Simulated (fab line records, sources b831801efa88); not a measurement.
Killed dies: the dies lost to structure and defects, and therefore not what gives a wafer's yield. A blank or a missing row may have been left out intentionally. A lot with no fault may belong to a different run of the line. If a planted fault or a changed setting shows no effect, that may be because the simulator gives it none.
fab line records / flow sky130
[record] lots = 13 wafers = 39 last_day = 51
route steps=708 shown LDD_N@241
lots that met no fault: taken from a fault-free run of the same line
start_h: hours from the record's opening day to when the first of the lot's shown wafers began / wait_h: how many hours have passed since the lot's step before this one / " identical to the entry in the row above / L1.1+2: several wafers, shown together as one row / - no value present, or no start provided / * or withheld: withheld / < > ~ a bound
route shown NAME@n: NAME is a module with steps in the file, n the number in the route of the first one / usual: mean and standard deviation over wafers with no fault / same: alike in all rows / chamber/n: place in a boat / sites: the reading at each site / _std_site: standard deviation of those values / _edge_site: mean of outer sites minus mean of inner sites / radius_mm: how far each site lies from the wafer's centre / mask NAME#n: copy n / behind: the most recent tool/chamber to have shaped the wafer / hold: cause of the lot's hold/its duration in hours/its outcome / device: which transistor (n, p or np) failed to switch / end of line: at the end of the route, the tests of the same wafers / where a step has no rows: the recipe by itself / killed: dies that structure and defects cost at the first sort, which is not the same as the wafer's yield / map: the dies of a wafer, with x for killed, . for not killed, _ for no die there
set.NAME: the run value of the setting; set.NAME@STEP: its run value at that earlier step / model.NAME: the simulator's own value behind a step, which no gauge read
route steps across a sampled set of lots; one table per step, one row per wafer
services: a tool's chamber out of use, with start hour (start_h, from the record's first day; less than 0 if before it), hours out, and reason
[[steps]]
[step SKY_LDD_N_EXPOSE_04]
[recipe] mask_id = NTM target_cd_nm = 840 na = 0.6 source_shape = conventional sigma_outer = 0.6 dose_mj = 110
lot.wafer=L515.2+4+6 tool=iline_stepper-01 chamber=0 start_h=435.49 wait_h=- mask=NTM#0
lot.wafer=L517.2+3+6 tool=iline_stepper-01 chamber=0 start_h=445.39 wait_h=- mask=NTM#0
lot.wafer=L518.1+3+6 tool=iline_stepper-02 chamber=0 start_h=453.03 wait_h=- mask=NTM#0
lot.wafer=L519.2+3+5 tool=iline_stepper-02 chamber=0 start_h=457.13 wait_h=- mask=NTM#0
lot.wafer=L520.1+2+6 tool=iline_stepper-02 chamber=0 start_h=469.42 wait_h=- mask=NTM#0
lot.wafer=L521.2+3+6 tool=iline_stepper-01 chamber=0 start_h=484.36 wait_h=- mask=NTM#0
lot.wafer=L522.1+2+4 tool=iline_stepper-01 chamber=0 start_h=491.61 wait_h=- mask=NTM#0
lot.wafer=L523.1+2+5 tool=iline_stepper-01 chamber=0 start_h=494.67 wait_h=- mask=NTM#0
lot.wafer=L525.2+3+4 tool=iline_stepper-01 chamber=0 start_h=512.54 wait_h=- mask=NTM#0
lot.wafer=L526.1+3+6 tool=iline_stepper-01 chamber=0 start_h=518.28 wait_h=- mask=NTM#0
lot.wafer=L527.2+3+4 tool=iline_stepper-01 chamber=0 start_h=529.88 wait_h=- mask=NTM_R1#0
lot.wafer=L530.3+4+5 tool=iline_stepper-01 chamber=0 start_h=551.68 wait_h=- mask=NTM#0
lot.wafer=L535.2+3+5 tool=iline_stepper-02 chamber=0 start_h=597.38 wait_h=- mask=NTM#0
[[services]]
tool=iline_stepper-01 chamber=- start_h=501.34 hours=2.4 kind=repair
tool=iline_stepper-02 chamber=- start_h=521.77 hours=1.7 kind=pm
tool=iline_stepper-01 chamber=- start_h=546.72 hours=1.1 kind=repair
tool=iline_stepper-01 chamber=- start_h=558.19 hours=1.7 kind=pm
tool=iline_stepper-02 chamber=- start_h=578.01 hours=2.5 kind=repair
[[key]]
[first_sign] step = SKY_LDD_N_EXPOSE_04 reading = mask direction = changed
effect none on later readings
met_at SKY_LDD_N_EXPOSE_04
struck_lots L527
sort_left_out L527.2,L527.3,L527.4
tester_left_out L527
onset_between 518.28 529.88
[fault] kind = wrong_mask tool = any chamber = - onset_h = 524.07 steps = SKY_LDD_N_EXPOSE_04 aux_copy = NTM_R1#0 cd_offset_nm = -101 scope = struck_lots_only
// tester_left_out: of these lots the tester's yield and bins aren't shown, on N5 and GAA mostly nor the transistor test; their killed dies are dies lost to structure and defects alone, not to doping, threshold or leakage, so they don't give the yield
// sort_left_out: the simulated sort isn't trusted on such a fault, so these wafers' sort isn't shown, and their yield isn't known
